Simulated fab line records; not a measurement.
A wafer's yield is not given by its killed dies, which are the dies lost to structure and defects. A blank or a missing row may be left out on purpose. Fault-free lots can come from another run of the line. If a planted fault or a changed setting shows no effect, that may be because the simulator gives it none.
One fault seen from 2 desks | flow gf180mcu | each desk has only its own numbers; what lay behind them comes last

## FOR THE TOOL OWNER'S DESK: pecvd-02
The tool's own readings at GF_V1_CVD_02 (deposits SiO2 from TEOS, target thk 850 nm, time 94.851 s): means of the sampled wafers that have a number, for each lot that ran on this tool. If a lot's mean is further than 4 standard deviations from the usual mean, the lot is out of limits and carries the mark OUT (the distance appears in the brackets).
Columns: A = heaterPowerW at GF_V1_CVD_02, usual 658 W; B = runLengthS at GF_V1_CVD_02, usual 122.6 s
lot  | first seen here | A   | B
L768 | day 18 01:11    | 611 | 122.7
L769 | day 18 11:39    | 615 | 122.7
L782 | day 23 09:53    | 595 | 131.7 (+23) OUT
L783 | day 23 23:52    | 677 | 131.7 (+23) OUT
This desk finds L782, L783 out of limits, L782 being first, at day 23 09:53 (runLengthS at GF_V1_CVD_02). L768, L769 stayed within limits.

## FROM THE METROLOGY DESK
Means of the sampled wafers that have a number, per lot and without regard to the tool the lot ran on: this is what the gauges read. If a lot's mean is further than 4 standard deviations from the usual mean, the lot is out of limits and carries the mark OUT (the distance appears in the brackets).
Columns: A = M1_OVL at GF_M1_OVL_MEAS_15, usual 1 nm; B = V1_CVD_02_THK at GF_V1_THK_MEAS_03, usual 848 nm
lot  | first seen here | A  | B
L765 | day 16 18:14    | 3  | 853
L768 | day 18 00:23    | 2  | 842
L769 | day 18 10:49    | 7  | 831
L771 | day 19 13:16    | -1 | 856
L772 | day 19 21:17    | -1 | 850
L773 | day 20 03:23    | 3  | 854
L782 | day 23 09:05    | 7  | 916 (+6.8) OUT
L783 | day 23 23:01    | -2 | 926 (+7.8) OUT
L784 | day 24 04:41    | -2 | 848
L786 | day 24 17:37    | -2 | 849
L787 | day 25 00:38    | 5  | 847
This desk's result: L782, L783 out of limits, first on L782 (V1_CVD_02_THK at GF_V1_THK_MEAS_03), day 23 09:59. L765, L768, L769, L771, L772, L773, L784, L786, L787 stayed within limits.

## TAKEN TOGETHER
The tool owner's desk had the chance to raise an alarm at day 23 09:53 on L782, L783.
Metrology desk: alarm possible at day 23 09:59 on L782, L783.
The lots listed all ran GF_V1_CVD_02 on pecvd-02.

## WHAT THE SIMULATOR HAD INSERTED
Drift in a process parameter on pecvd-02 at GF_V1_CVD_02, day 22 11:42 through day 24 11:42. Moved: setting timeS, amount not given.
Shown lots that were struck: L782, L783.
Fault start to first reading out of limits, in hours, per desk: tool owner, 22; metrology, 22.
